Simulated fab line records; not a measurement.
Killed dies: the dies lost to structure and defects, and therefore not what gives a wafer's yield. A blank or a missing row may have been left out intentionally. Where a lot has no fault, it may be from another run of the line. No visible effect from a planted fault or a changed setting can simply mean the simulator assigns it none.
The tool behind it: which one? + flow sky130 + 12 lots, 36 wafers sampled, at 5 steps of a route of 708

WHAT THE GAUGES READ, wafer by wafer
No reading from a measuring or inspecting step in the record can be judged against a usual standard deviation.

WHAT TOOL EACH LOT RAN ON (gives the tool, then ch and the chambers of the sampled wafers, and finally the start)
| lot  | SKY_METAL3_METAL_ETCH_18         | SKY_METAL4_SPUTTER_04       | SKY_METAL4_ETCH_17                | SKY_VIA4_SPUTTER_17         | SKY_PAD_OPEN_PROBE_99   |
|------|----------------------------------|-----------------------------|-----------------------------------|-----------------------------|-------------------------|
| L711 | rieMetal-04 ch 0,1, day 38 14:48 | pvdSputter-04, day 39 18:41 | rieDiel-03 ch 0,1,2, day 41 20:10 | pvdSputter-01, day 42 21:05 | -                       |
| L712 | rieMetal-04 ch 0,1, day 38 16:44 | pvdSputter-01, day 39 20:48 | rieDiel-01 ch 1,2,3, day 41 21:49 | pvdSputter-01, day 42 23:13 | -                       |
| L713 | rieMetal-02 ch 0,1, day 39 11:07 | pvdSputter-04, day 40 14:28 | rieDiel-04 ch 3, day 42 14:38     | pvdSputter-01, day 43 15:52 | -                       |
| L715 | rieMetal-04 ch 0,1, day 40 08:56 | pvdSputter-03, day 41 12:24 | rieDiel-03 ch 0,2,3, day 43 11:19 | pvdSputter-01, day 44 11:23 | prober-02, day 47 04:55 |
| L720 | rieMetal-04 ch 0,1, day 41 17:21 | pvdSputter-01, day 42 20:00 | rieDiel-03 ch 0,1,3, day 44 18:10 | pvdSputter-01, day 45 17:14 | prober-02, day 48 10:32 |
| L719 | rieMetal-03 ch 0,1, day 41 17:56 | pvdSputter-04, day 42 20:20 | rieDiel-01 ch 0,2, day 44 18:25   | pvdSputter-04, day 45 17:41 | -                       |
| L722 | rieMetal-03 ch 0,1, day 42 04:29 | pvdSputter-03, day 43 06:52 | rieDiel-01 ch 1,2, day 45 04:19   | pvdSputter-01, day 46 02:59 | prober-01, day 48 17:38 |
| L724 | rieMetal-02 ch 0,1, day 42 13:59 | pvdSputter-04, day 43 15:50 | rieDiel-03 ch 0,1, day 45 12:46   | pvdSputter-02, day 46 11:26 | prober-01, day 49 00:54 |
| L725 | rieMetal-03 ch 0,1, day 42 18:42 | pvdSputter-03, day 43 20:46 | rieDiel-04 ch 0,2,3, day 45 17:55 | pvdSputter-04, day 46 16:41 | prober-02, day 49 07:40 |
| L729 | rieMetal-02 ch 0,1, day 43 21:05 | pvdSputter-01, day 44 22:36 | rieDiel-03 ch 2,3, day 46 17:11   | pvdSputter-02, day 47 15:14 | -                       |
| L731 | rieMetal-02 ch 1, day 44 07:41   | pvdSputter-01, day 45 08:50 | rieDiel-04 ch 0,2, day 47 02:31   | pvdSputter-04, day 48 00:17 | -                       |
| L732 | rieMetal-04 ch 0,1, day 44 08:56 | pvdSputter-01, day 45 10:32 | rieDiel-04 ch 0,1,3, day 47 04:37 | pvdSputter-04, day 48 02:20 | prober-01, day 50 10:49 |
- SKY_METAL3_METAL_ETCH_18: etches the open film in Cl2/BCl3, stops on SiO2, target depth 845 nm, time 183.1 s.
- SKY_METAL4_SPUTTER_04: material TiN, target thk 70 nm, time 58.3 s.
- SKY_METAL4_ETCH_17: etches SiO2 in C4F8/O2/Ar, stops on TiN, time 3.9 s, target depth 15 nm.
- SKY_VIA4_SPUTTER_17: material TiN, target thk 20 nm, time 80 s.
- SKY_PAD_OPEN_PROBE_99

WHAT THE TOOLS THEMSELVES READ (means of the sampled wafers that have a number; where no wafer has one, the mark that the record gives instead)
SKY_METAL3_METAL_ETCH_18. Usual: drypumpMotorCurrentA 5.7 A, standard deviation 0.59; heBacksideLeakSccm 3.30 sccm, standard deviation 0.12; mfcCl2Sccm 59.98 sccm, standard deviation 0.17; oesProductAu 0.865 a.u., standard deviation 0.0072; throttleValvePct 22.265 %, standard deviation 0.009.
| lot  | tool        | drypumpMotorCurrentA (A) | heBacksideLeakSccm (sccm) | mfcCl2Sccm (sccm) | oesProductAu (a.u.) | throttleValvePct (%) | flag |
|------|-------------|--------------------------|---------------------------|-------------------|---------------------|----------------------|------|
| L711 | rieMetal-04 | 5.5                      | 3.48                      | 59.89             | 0.871               | 22.271               |      |
| L712 | rieMetal-04 | 5.5                      | 3.40                      | 59.97             | 0.861               | 22.266               |      |
| L713 | rieMetal-02 | 5.7                      | 3.36                      | 60.04             | 0.878               | 22.266               |      |
| L715 | rieMetal-04 | 5.5                      | 3.45                      | 59.82             | 0.867               | 22.264               |      |
| L720 | rieMetal-04 | 5.1                      | 3.35                      | 60.05             | 0.866               | 22.261               |      |
| L719 | rieMetal-03 | 5.7                      | 3.28                      | 60.04             | 0.859               | 22.268               |      |
| L722 | rieMetal-03 | 5.7                      | 3.11                      | 59.93             | 0.865               | 22.264               |      |
| L724 | rieMetal-02 | 6.2                      | 3.29                      | 60.12             | 0.870               | 22.266               |      |
| L725 | rieMetal-03 | 5.7                      | 3.21                      | 59.97             | 0.863               | 22.268               |      |
| L729 | rieMetal-02 | 5.7                      | 3.31                      | 59.79             | 0.871               | 22.267               |      |
| L731 | rieMetal-02 | 5.3                      | 3.42                      | 59.94             | 0.867               | 22.265               |      |
| L732 | rieMetal-04 | 5.5                      | 3.48                      | 59.90             | 0.874               | 22.269               |      |

SKY_METAL4_SPUTTER_04. Usual: throttleValvePct at 30.1 %, with a standard deviation of 1.4.
| lot  | tool          | throttleValvePct (%) | flag |
|------|---------------|----------------------|------|
| L711 | pvdSputter-04 | 30.7                 |      |
| L712 | pvdSputter-01 | 28.6                 |      |
| L713 | pvdSputter-04 | 30.1                 |      |
| L715 | pvdSputter-03 | 30.0                 |      |
| L720 | pvdSputter-01 | 29.1                 |      |
| L719 | pvdSputter-04 | 30.7                 |      |
| L722 | pvdSputter-03 | 31.0                 |      |
| L724 | pvdSputter-04 | 30.3                 |      |
| L725 | pvdSputter-03 | 30.9                 |      |
| L729 | pvdSputter-01 | 31.1                 |      |
| L731 | pvdSputter-01 | 31.3                 |      |
| L732 | pvdSputter-01 | 29.8                 |      |

SKY_METAL4_ETCH_17. Usual: oesProductAu at 0.753 a.u., with a standard deviation of 0.0085.
| lot  | tool       | oesProductAu (a.u.) | flag |
|------|------------|---------------------|------|
| L711 | rieDiel-03 | 0.744               |      |
| L712 | rieDiel-01 | 0.742               |      |
| L713 | rieDiel-04 | 0.750               |      |
| L715 | rieDiel-03 | 0.755               |      |
| L720 | rieDiel-03 | 0.746               |      |
| L719 | rieDiel-01 | 0.761               |      |
| L722 | rieDiel-01 | 0.744               |      |
| L724 | rieDiel-03 | 0.762               |      |
| L725 | rieDiel-04 | 0.765               |      |
| L729 | rieDiel-03 | 0.762               |      |
| L731 | rieDiel-04 | 0.752               |      |
| L732 | rieDiel-04 | 0.746               |      |

SKY_VIA4_SPUTTER_17. Usual: throttleValvePct at 30.1 %, with a standard deviation of 1.4.
| lot  | tool          | throttleValvePct (%) | flag |
|------|---------------|----------------------|------|
| L711 | pvdSputter-01 | 29.6                 |      |
| L712 | pvdSputter-01 | 28.5                 |      |
| L713 | pvdSputter-01 | 30.0                 |      |
| L715 | pvdSputter-01 | 29.5                 |      |
| L720 | pvdSputter-01 | 29.5                 |      |
| L719 | pvdSputter-04 | 30.6                 |      |
| L722 | pvdSputter-01 | 30.1                 |      |
| L724 | pvdSputter-02 | 30.5                 |      |
| L725 | pvdSputter-04 | 30.8                 |      |
| L729 | pvdSputter-02 | 31.4                 |      |
| L731 | pvdSputter-04 | 30.2                 |      |
| L732 | pvdSputter-04 | 30.8                 |      |

SKY_PAD_OPEN_PROBE_99. Usual: defectLimitedYield 82.5 %, standard deviation 1.8; killed_at_M0_to_M3 44, standard deviation 6.6; killed_at_M4_up 2.9, standard deviation 1.8; killedAtContacts 24, standard deviation 4.8; killedAtFrontEnd 15, standard deviation 4.5; killedAtOther 0.3, standard deviation 0.64; killedDies 86, standard deviation 8.7; killedOnRim 17, standard deviation 3.8; killedOpen 47, standard deviation 6.5; killedShort 39, standard deviation 5.8; sort_bin_3_pad_short 0.9 %, standard deviation 0.4; sort_bin_5_function 10.3 %, standard deviation 1.4; sort_bin_6_memory 6.2 %, standard deviation 1.1; sortNPass 406, standard deviation 8.7; sortYieldPct 82.5 %, standard deviation 1.8.
| lot  | tool      | defectLimitedYield (%) | killed_at_M0_to_M3 | killed_at_M4_up | killedAtContacts | killedAtFrontEnd | killedAtOther | killedDies | killedOnRim | killedOpen | killedShort | sort_bin_3_pad_short (%) | sort_bin_5_function (%) | sort_bin_6_memory (%) | sortNPass | sortYieldPct (%) | flag |
|------|-----------|------------------------|--------------------|-----------------|------------------|------------------|---------------|------------|-------------|------------|-------------|--------------------------|-------------------------|-----------------------|-----------|------------------|------|
| L715 | prober-02 | 84.4                   | 37                 | 2.3             | 22               | 15               | 0.0           | 77         | 15          | 47         | 30          | 0.7                      | 8.5                     | 6.4                   | 415       | 84.4             |      |
| L720 | prober-02 | 82.2                   | 42                 | 3.0             | 24               | 16               | 1.0           | 88         | 15          | 45         | 42          | 0.9                      | 11.0                    | 5.9                   | 404       | 82.2             |      |
| L722 | prober-01 | 78.4                   | 68                 | 3.3             | 23               | 12               | 0.3           | 106        | 23          | 43         | 41          | 2.5                      | 11.5                    | 7.6                   | 386       | 78.4             | OFF  |
| L724 | prober-01 | 82.4                   | 49                 | 2.0             | 20               | 14               | 0.7           | 86         | 17          | 46         | 41          | 1.1                      | 10.0                    | 6.4                   | 406       | 82.4             |      |
| L725 | prober-02 | 79.1                   | 63                 | 2.0             | 25               | 12               | 0.3           | 103        | 22          | 45         | 36          | 2.7                      | 12.0                    | 6.3                   | 389       | 79.1             | OFF  |
| L732 | prober-01 | 82.5                   | 44                 | 4.3             | 20               | 17               | 1.0           | 86         | 15          | 45         | 40          | 1.3                      | 9.8                     | 6.3                   | 406       | 82.5             |      |

THE ANSWER, worked out from the rows above alone
Rule: take the mean of a lot's wafers that have a number; if it is more than 3 standard deviations from the usual mean, the lot is off. A lot without any number at a reading at which 4 lots or more have one is off too. The other lots that the step has rows for count as sound. Order of review: gauges by route order, followed by the tools' own readings, for which a lot's mean as printed above is used. At the first step where some lot is off, the reading lying furthest off is the one used; lots without a number count as furthest.
Off, at SKY_PAD_OPEN_PROBE_99 on sort_bin_3_pad_short: L722, L725. Neither off nor sound, because the step has no rows for them: L711, L712, L713, L719, L729, L731.
A tool fits if, at that step or a process step before it, it ran every lot that is off, and no sound lot after the first of them. Undecided on this evidence; 2 tools fit (rieMetal-03 at SKY_METAL3_METAL_ETCH_18, pvdSputter-03 at SKY_METAL4_SPUTTER_04).

WHAT WAS PUT IN BY THE SIMULATOR
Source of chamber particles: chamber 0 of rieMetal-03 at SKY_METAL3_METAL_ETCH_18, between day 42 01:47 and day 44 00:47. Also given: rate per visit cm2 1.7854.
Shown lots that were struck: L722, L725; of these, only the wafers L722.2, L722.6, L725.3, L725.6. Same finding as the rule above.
